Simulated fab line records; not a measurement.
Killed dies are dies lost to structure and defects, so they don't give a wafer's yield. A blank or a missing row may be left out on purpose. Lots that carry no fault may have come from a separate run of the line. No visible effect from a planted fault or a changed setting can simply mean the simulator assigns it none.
Code-filled problem report in 8D (eight disciplines) form | flow gf180mcu | the parts of the form that need people (team, actions taken, sign-off) are left out

1. PROBLEM STATEMENT
Across 6 wafers from 2 lots, STI_OXIDATION_02_THK at GF_STI_THK_MEAS_30 averages 16.00 nm, while fault-free wafers read 10.04 nm with a standard deviation of 0.22. That is +27 standard deviations from the usual mean.
First seen on wafer L786.1, day 4 06:01, on film_metro-03. At this step, 27 wafers from 9 lots have a number in the record. Rule for "out" (also "out of limits"): further than 4 standard deviations from the usual mean. Any other wafer with a number is counted as sound.

2. WHAT IT IS; WHAT IT IS NOT
question                    | is                     | is not
which readings at this step | STI_OXIDATION_02_THK   | -
which lots                  | L786, L787             | L777, L778, L779, L780, L781, L791, L793
which wafers of those lots  | all that have a number | -
read on which gauges        | film_metro-03          | film_metro-01, film_metro-02
when                        | from day 4 06:01       | up to then (15 sound wafers); but 6 sound wafers of L791, L793 came after

3. SUSPECTS, AND WHAT RULES EACH OUT
Counting: a tool stays on the suspect list if, at a process step up to the reading, it processed all lots that are out and no sound lot following the first of them.
- the gauge at GF_STI_THK_MEAS_30 is ruled out. All the wafers that are out were read on film_metro-03, but those of them that GF_STI_OXIDATION_29 has rows for are out there too, on other tools.
- furnace-02 at GF_STI_OXIDATION_29 (stabilise 600 s, purge 300 s, target thk 10 nm): kept. Every lot that is out went through it, starting with L786 (day 4 04:38), and after that it ran no sound lot; the last sound lot it ran before then is L780 (day 2 20:13). On those wafers its own readings are out: spike_tc_bottom_C, spike_tc_centre_C, spike_tc_lower_C, spike_tc_top_C, spike_tc_upper_C, zone_power_upper_pct.
The count leaves furnace-02 at GF_STI_OXIDATION_29.

4. THE CAUSE (what the simulator had put in)
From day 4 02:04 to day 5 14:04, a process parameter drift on furnace-02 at GF_STI_OXIDATION_29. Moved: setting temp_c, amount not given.
The count eliminated every tool but this one.

5. THE EFFECT CHAIN, in route order
Rows list readings where the struck wafers' mean (over those with a number) sits beyond 3 standard deviations from the usual. Scope: only readings with a usual standard deviation given in the record; hours: median across lots of the time from each lot's start at the first step in this table that gives one to its start at this step; sigmas: change in usual standard deviations.
hours | step                | reading              | usual    | on struck wafers | change | sigmas
0     | GF_STI_OXIDATION_29 | spike_tc_bottom_C    | 919.0 C  | 964.0            | +45.0  | +45
0     | GF_STI_OXIDATION_29 | spike_tc_centre_C    | 901.2 C  | 945.9            | +44.7  | +46
0     | GF_STI_OXIDATION_29 | spike_tc_lower_C     | 900.6 C  | 945.5            | +44.9  | +45
0     | GF_STI_OXIDATION_29 | spike_tc_top_C       | 916.2 C  | 961.9            | +45.7  | +19
0     | GF_STI_OXIDATION_29 | spike_tc_upper_C     | 899.7 C  | 944.5            | +44.8  | +37
0     | GF_STI_OXIDATION_29 | zone_power_upper_pct | 16.12 %  | 17.80            | +1.68  | +5.8
1     | GF_STI_THK_MEAS_30  | STI_OXIDATION_02_THK | 10.04 nm | 16.00            | +5.96  | +27
Process steps it contains:
- GF_STI_OXIDATION_29: stabilise 600 s, purge 300 s, target thk 10 nm.
Later measuring or inspecting steps at which every struck wafer that the step has a row for has a number for every such reading, and none has moved that far: GF_MVSD_TW_MEAS_11, GF_VT_IMPLANT_TW_MEAS_10.

6. HOW IT WOULD HAVE BEEN CAUGHT EARLIER
In this record the first reading out of limits at a measuring or inspecting step was taken at day 4 06:01, 4 hours after the fault began at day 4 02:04.
The tool's own readings at GF_STI_OXIDATION_29 were out on every struck wafer that the step has a row for (spike_tc_bottom_C, spike_tc_centre_C, spike_tc_lower_C, spike_tc_top_C, spike_tc_upper_C, zone_power_upper_pct): an alarm limit on them would have fired on the first of those.
Among the 2 lots that are out, L787 began GF_STI_OXIDATION_29 on furnace-02 after day 4 06:01. Had the tool been put on hold then, it would have been spared.
